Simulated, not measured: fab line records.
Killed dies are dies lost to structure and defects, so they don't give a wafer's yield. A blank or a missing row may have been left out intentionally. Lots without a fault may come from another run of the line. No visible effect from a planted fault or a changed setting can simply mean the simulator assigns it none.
Tool commonality check | flow gf180mcu | 13 lots, 39 wafers sampled

== WHAT PROMPTED THE OPENING ==
Of 13 lots, 2 have the reading HV_LDD_RS flagged at GF_HV_LDD_RS_MEAS_53. Fault-free wafers read 418.5 ohm/sq, with a standard deviation of 0.99.
Rule: a lot is flagged when every wafer of it that has a number lies more than 4 standard deviations from that mean, or none has a number. All remaining lots are regarded as sound.

lot  | measured     | on           | HV_LDD_RS (ohm/sq), wafer by wafer | flag
L490 | day 12 11:20 | filmMetro-04 | 418.8 418.4 417.7                  | 
L491 | day 12 22:32 | filmMetro-02 | 417.0 417.6 417.0                  | 
L492 | day 13 01:03 | filmMetro-04 | 419.3 418.9 419.0                  | 
L493 | day 13 07:31 | filmMetro-03 | 418.9 419.8 418.4                  | 
L494 | day 13 16:32 | filmMetro-02 | 418.8 418.9 417.7                  | 
L495 | day 14 03:34 | filmMetro-04 | 417.4 417.7 415.9                  | 
L496 | day 14 12:30 | filmMetro-02 | 417.1 416.8 416.7                  | 
L497 | day 14 20:10 | filmMetro-02 | 416.7 417.2 417.9                  | 
L504 | day 17 06:17 | filmMetro-04 | 406.7 406.7 405.9                  | FLAGGED
L505 | day 17 10:29 | filmMetro-03 | 408.1 408.0 406.2                  | FLAGGED
L510 | day 19 03:12 | filmMetro-03 | 419.1 420.6 420.6                  | 
L511 | day 19 10:31 | filmMetro-03 | 418.8 418.6 419.9                  | 
L512 | day 19 18:20 | filmMetro-04 | 418.3 419.3 419.2                  | 
On average the flagged lots' numbers are 406.9 ohm/sq, which is -11.6 ohm/sq against the usual, or -12 standard deviations.

== WHICH TOOL RAN EACH LOT ==
The record keeps 1 process step preceding the reading, out of 602 steps on the route. Read each cell as the tool, then ch plus the chambers that the sampled wafers visited, then the start.
lot  | flag    | GF_HV_LDD_IMPLANT_33
L490 |         | implanter-04 ch 0, day 11 14:31
L491 |         | implanter-01 ch 0, day 12 01:04
L492 |         | implanter-01 ch 0, day 12 03:52
L493 |         | implanter-02 ch 0, day 12 10:20
L494 |         | implanter-02 ch 0, day 12 19:46
L495 |         | implanter-02 ch 0, day 13 05:30
L496 |         | implanter-01 ch 0, day 13 14:24
L497 |         | implanter-04 ch 0, day 13 21:23
L504 | FLAGGED | implanter-04 ch 0, day 16 06:45
L505 | FLAGGED | implanter-04 ch 0, day 16 10:39
L510 |         | implanter-01 ch 0, day 18 02:36
L511 |         | implanter-01 ch 0, day 18 09:07
L512 |         | implanter-02 ch 0, day 18 16:36
What is done by these steps:
- GF_HV_LDD_IMPLANT_33
- GF_HV_LDD_RS_MEAS_53: measures by four-point-probe.

== FLAGGED AGAINST TOTAL, ONE TOOL AT A TIME (gauges that did the reading follow at the end) ==
step                 | tool         | lots run | flagged | share of the flagged lots | sound lots run after its first flagged lot
GF_HV_LDD_IMPLANT_33 | implanter-01 | 5        | 0       | none                      | -
GF_HV_LDD_IMPLANT_33 | implanter-02 | 4        | 0       | none                      | -
GF_HV_LDD_IMPLANT_33 | implanter-04 | 4        | 2       | all                       | 0
GF_HV_LDD_RS_MEAS_53 | filmMetro-02 | 4        | 0       | none                      | -
GF_HV_LDD_RS_MEAS_53 | filmMetro-03 | 4        | 1       | some                      | 2 (L510,L511)
GF_HV_LDD_RS_MEAS_53 | filmMetro-04 | 5        | 1       | some                      | 1 (L512)

== WHAT THE TABLE ALLOWS ==
1 row of the table ran every flagged lot: implanter-04 at GF_HV_LDD_IMPLANT_33.
- implanter-04 at GF_HV_LDD_IMPLANT_33 ran 4 lots, 2 of them flagged. A fault beginning between L497 (day 13 21:23), its last sound lot, and L504 (day 16 06:45), its first flagged one, fits the data. Its own readings lie more than 4 standard deviations out on every wafer of the flagged lots: beamEnergyKeV.
Just one tool remains: implanter-04 at GF_HV_LDD_IMPLANT_33.

== WHAT HAD BEEN PUT IN BY THE SIMULATOR ==
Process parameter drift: implanter-04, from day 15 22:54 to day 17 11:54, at GF_HV_LDD_IMPLANT_33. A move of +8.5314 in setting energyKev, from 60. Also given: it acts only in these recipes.
Shown lots that were struck: L504, L505. The same result came from the rule above.
